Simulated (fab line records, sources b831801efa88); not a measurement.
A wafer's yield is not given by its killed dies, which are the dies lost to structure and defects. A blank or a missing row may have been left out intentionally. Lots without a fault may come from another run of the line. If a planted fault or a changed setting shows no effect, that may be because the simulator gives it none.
Which tool was responsible? || flow gf180mcu || 13 lots, 39 wafers sampled, at 4 steps of a route of 602

WHAT THE GAUGES READ, wafer by wafer
GF_PASSIVATION_BOW_MEAS_14. Usual: PASSIVATION_BOW gives 134 um (standard deviation 11).
{"lot": "L749", "measured": "day 29 02:08", "on": "filmMetro-01", "PASSIVATION_BOW (um)": "132 120 137", "flag": ""}
{"lot": "L750", "measured": "day 29 07:20", "on": "filmMetro-02", "PASSIVATION_BOW (um)": "126 124 137", "flag": ""}
{"lot": "L751", "measured": "day 29 10:27", "on": "filmMetro-01", "PASSIVATION_BOW (um)": "168 156 153", "flag": ""}
{"lot": "L752", "measured": "day 29 22:38", "on": "filmMetro-04", "PASSIVATION_BOW (um)": "143 141 133", "flag": ""}
{"lot": "L753", "measured": "day 30 06:42", "on": "filmMetro-01", "PASSIVATION_BOW (um)": "147 136 139", "flag": ""}
{"lot": "L756", "measured": "day 30 18:10", "on": "filmMetro-01", "PASSIVATION_BOW (um)": "130 136 128", "flag": ""}
{"lot": "L758", "measured": "day 31 12:31", "on": "filmMetro-04", "PASSIVATION_BOW (um)": "156 151 152", "flag": ""}
{"lot": "L760", "measured": "day 32 06:20", "on": "filmMetro-02", "PASSIVATION_BOW (um)": "120 134 136", "flag": ""}
{"lot": "L763", "measured": "day 33 01:04", "on": "filmMetro-02", "PASSIVATION_BOW (um)": "125 131 129", "flag": ""}
{"lot": "L764", "measured": "day 33 03:03", "on": "filmMetro-04", "PASSIVATION_BOW (um)": "134 137 130", "flag": ""}
{"lot": "L767", "measured": "day 33 16:53", "on": "filmMetro-01", "PASSIVATION_BOW (um)": "126 146 131", "flag": ""}
{"lot": "L768", "measured": "day 34 02:20", "on": "filmMetro-01", "PASSIVATION_BOW (um)": "129 130 128", "flag": ""}
{"lot": "L772", "measured": "day 35 03:32", "on": "filmMetro-01", "PASSIVATION_BOW (um)": "125 112 104", "flag": ""}

WHICH TOOL RAN EACH LOT (tool, then ch and the chambers of the sampled wafers, then the start)
{"lot": "L749", "GF_V5_ETCH_17": "rieDiel-01 ch 0,2,3, day 27 05:00", "GF_TOP_METAL_SPUTTER_03": "pvdSputter-03, day 27 07:19", "GF_PASSIVATION_CVD_00": "pecvd-01 ch 0,1,2, day 28 04:04"}
{"lot": "L750", "GF_V5_ETCH_17": "rieDiel-03 ch 0,2,3, day 27 10:00", "GF_TOP_METAL_SPUTTER_03": "pvdSputter-02, day 27 12:29", "GF_PASSIVATION_CVD_00": "pecvd-02 ch 0,1,2, day 28 09:22"}
{"lot": "L751", "GF_V5_ETCH_17": "rieDiel-01 ch 0,2, day 27 16:00", "GF_TOP_METAL_SPUTTER_03": "pvdSputter-02, day 27 17:44", "GF_PASSIVATION_CVD_00": "pecvd-02 ch 1,2, day 28 13:25"}
{"lot": "L752", "GF_V5_ETCH_17": "rieDiel-03 ch 2,3, day 28 03:00", "GF_TOP_METAL_SPUTTER_03": "pvdSputter-03, day 28 05:01", "GF_PASSIVATION_CVD_00": "pecvd-04 ch 0,2, day 29 01:25"}
{"lot": "L753", "GF_V5_ETCH_17": "rieDiel-02 ch 1,2,3, day 28 12:00", "GF_TOP_METAL_SPUTTER_03": "pvdSputter-03, day 28 13:57", "GF_PASSIVATION_CVD_00": "pecvd-02 ch 0,2, day 29 09:44"}
{"lot": "L756", "GF_V5_ETCH_17": "rieDiel-01 ch 1,2,3, day 29 01:00", "GF_TOP_METAL_SPUTTER_03": "pvdSputter-02, day 29 03:21", "GF_PASSIVATION_CVD_00": "pecvd-01 ch 0,1,2, day 29 22:46"}
{"lot": "L758", "GF_V5_ETCH_17": "rieDiel-02 ch 0,1,2, day 29 20:00", "GF_TOP_METAL_SPUTTER_03": "pvdSputter-01, day 29 22:29", "GF_PASSIVATION_CVD_00": "pecvd-02 ch 0,1, day 30 17:04"}
{"lot": "L760", "GF_V5_ETCH_17": "rieDiel-03 ch 1,3, day 30 16:00", "GF_TOP_METAL_SPUTTER_03": "pvdSputter-03, day 30 17:39", "GF_PASSIVATION_CVD_00": "pecvd-02 ch 1,2, day 31 12:01"}
{"lot": "L763", "GF_V5_ETCH_17": "rieDiel-03 ch 0,2, day 31 11:00", "GF_TOP_METAL_SPUTTER_03": "pvdSputter-01, day 31 12:58", "GF_PASSIVATION_CVD_00": "pecvd-01 ch 0,2, day 32 06:49"}
{"lot": "L764", "GF_V5_ETCH_17": "rieDiel-01 ch 0,1,2, day 31 13:00", "GF_TOP_METAL_SPUTTER_03": "pvdSputter-02, day 31 14:56", "GF_PASSIVATION_CVD_00": "pecvd-02 ch 0,2, day 32 08:38"}
{"lot": "L767", "GF_V5_ETCH_17": "rieDiel-03 ch 0,3, day 32 05:00", "GF_TOP_METAL_SPUTTER_03": "pvdSputter-02, day 32 06:45", "GF_PASSIVATION_CVD_00": "pecvd-01 ch 1,2, day 32 23:17"}
{"lot": "L768", "GF_V5_ETCH_17": "rieDiel-03 ch 0,1, day 32 14:00", "GF_TOP_METAL_SPUTTER_03": "pvdSputter-02, day 32 15:50", "GF_PASSIVATION_CVD_00": "pecvd-04 ch 1,2, day 33 08:40"}
{"lot": "L772", "GF_V5_ETCH_17": "rieDiel-02 ch 0,2, day 33 18:00", "GF_TOP_METAL_SPUTTER_03": "pvdSputter-01, day 33 19:47", "GF_PASSIVATION_CVD_00": "pecvd-04 ch 0,2, day 34 10:49"}
- GF_V5_ETCH_17: etches SiO2 in C4F8/O2/Ar, stops on TiN, target depth 855 nm.
- GF_TOP_METAL_SPUTTER_03: material Ti, target thk 5 nm, time 3.3 s.
- GF_PASSIVATION_CVD_00: deposits SiO2 from TEOS, target thk 1000 nm, time 111.95 s.

AS READ BY THE TOOLS THEMSELVES (means over the sampled wafers that have a number; for cases with no such wafer, the mark the record gives instead)
GF_V5_ETCH_17. Usual: oesProductAu at 0.860 a.u., with a standard deviation of 0.0046.
{"lot": "L749", "tool": "rieDiel-01", "oesProductAu (a.u.)": 0.861, "flag": ""}
{"lot": "L750", "tool": "rieDiel-03", "oesProductAu (a.u.)": 0.860, "flag": ""}
{"lot": "L751", "tool": "rieDiel-01", "oesProductAu (a.u.)": 0.857, "flag": ""}
{"lot": "L752", "tool": "rieDiel-03", "oesProductAu (a.u.)": 0.864, "flag": ""}
{"lot": "L753", "tool": "rieDiel-02", "oesProductAu (a.u.)": 0.858, "flag": ""}
{"lot": "L756", "tool": "rieDiel-01", "oesProductAu (a.u.)": 0.861, "flag": ""}
{"lot": "L758", "tool": "rieDiel-02", "oesProductAu (a.u.)": 0.864, "flag": ""}
{"lot": "L760", "tool": "rieDiel-03", "oesProductAu (a.u.)": 0.857, "flag": ""}
{"lot": "L763", "tool": "rieDiel-03", "oesProductAu (a.u.)": 0.860, "flag": ""}
{"lot": "L764", "tool": "rieDiel-01", "oesProductAu (a.u.)": 0.858, "flag": ""}
{"lot": "L767", "tool": "rieDiel-03", "oesProductAu (a.u.)": 0.859, "flag": ""}
{"lot": "L768", "tool": "rieDiel-03", "oesProductAu (a.u.)": 0.861, "flag": ""}
{"lot": "L772", "tool": "rieDiel-02", "oesProductAu (a.u.)": 0.859, "flag": ""}

GF_TOP_METAL_SPUTTER_03. Usual: throttleValvePct at 30.2 %, with a standard deviation of 1.1.
{"lot": "L749", "tool": "pvdSputter-03", "throttleValvePct (%)": 31.8, "flag": ""}
{"lot": "L750", "tool": "pvdSputter-02", "throttleValvePct (%)": 29.0, "flag": ""}
{"lot": "L751", "tool": "pvdSputter-02", "throttleValvePct (%)": 29.7, "flag": ""}
{"lot": "L752", "tool": "pvdSputter-03", "throttleValvePct (%)": 31.1, "flag": ""}
{"lot": "L753", "tool": "pvdSputter-03", "throttleValvePct (%)": 30.8, "flag": ""}
{"lot": "L756", "tool": "pvdSputter-02", "throttleValvePct (%)": 29.3, "flag": ""}
{"lot": "L758", "tool": "pvdSputter-01", "throttleValvePct (%)": 31.1, "flag": ""}
{"lot": "L760", "tool": "pvdSputter-03", "throttleValvePct (%)": 31.6, "flag": ""}
{"lot": "L763", "tool": "pvdSputter-01", "throttleValvePct (%)": 31.1, "flag": ""}
{"lot": "L764", "tool": "pvdSputter-02", "throttleValvePct (%)": 29.3, "flag": ""}
{"lot": "L767", "tool": "pvdSputter-02", "throttleValvePct (%)": 29.5, "flag": ""}
{"lot": "L768", "tool": "pvdSputter-02", "throttleValvePct (%)": 29.2, "flag": ""}
{"lot": "L772", "tool": "pvdSputter-01", "throttleValvePct (%)": 30.9, "flag": ""}

GF_PASSIVATION_CVD_00. Usual: heaterPowerOuterW 344 W, standard deviation 63; heaterPowerW 588 W, standard deviation 100.
{"lot": "L749", "tool": "pecvd-01", "heaterPowerOuterW (W)": 334, "heaterPowerW (W)": 604, "flag": ""}
{"lot": "L750", "tool": "pecvd-02", "heaterPowerOuterW (W)": 332, "heaterPowerW (W)": 530, "flag": ""}
{"lot": "L751", "tool": "pecvd-02", "heaterPowerOuterW (W)": 308, "heaterPowerW (W)": 494, "flag": ""}
{"lot": "L752", "tool": "pecvd-04", "heaterPowerOuterW (W)": 373, "heaterPowerW (W)": 655, "flag": ""}
{"lot": "L753", "tool": "pecvd-02", "heaterPowerOuterW (W)": 389, "heaterPowerW (W)": 584, "flag": ""}
{"lot": "L756", "tool": "pecvd-01", "heaterPowerOuterW (W)": 359, "heaterPowerW (W)": 636, "flag": ""}
{"lot": "L758", "tool": "pecvd-02", "heaterPowerOuterW (W)": 313, "heaterPowerW (W)": 515, "flag": ""}
{"lot": "L760", "tool": "pecvd-02", "heaterPowerOuterW (W)": 362, "heaterPowerW (W)": 547, "flag": ""}
{"lot": "L763", "tool": "pecvd-01", "heaterPowerOuterW (W)": 320, "heaterPowerW (W)": 553, "flag": ""}
{"lot": "L764", "tool": "pecvd-02", "heaterPowerOuterW (W)": 394, "heaterPowerW (W)": 632, "flag": ""}
{"lot": "L767", "tool": "pecvd-01", "heaterPowerOuterW (W)": 368, "heaterPowerW (W)": 679, "flag": ""}
{"lot": "L768", "tool": "pecvd-04", "heaterPowerOuterW (W)": 310, "heaterPowerW (W)": 556, "flag": ""}
{"lot": "L772", "tool": "pecvd-04", "heaterPowerOuterW (W)": 359, "heaterPowerW (W)": 668, "flag": ""}

THE ANSWER, worked out from the rows above alone
Rule: lot off if the mean of its wafers having a number is beyond 3 standard deviations from the usual mean. A lot without any number at a reading at which 4 lots or more have one is off too. The other lots that the step has rows for count as sound. First the gauges in route order, then the tools' own readings, where a lot's mean is used as printed above. The first step at which some lot is off is used, and at that step the reading that is off furthest; a lot without a number counts as furthest.
No lot is off at any reading shown: from this, nothing can be told.

WHAT HAD BEEN PUT IN BY THE SIMULATOR
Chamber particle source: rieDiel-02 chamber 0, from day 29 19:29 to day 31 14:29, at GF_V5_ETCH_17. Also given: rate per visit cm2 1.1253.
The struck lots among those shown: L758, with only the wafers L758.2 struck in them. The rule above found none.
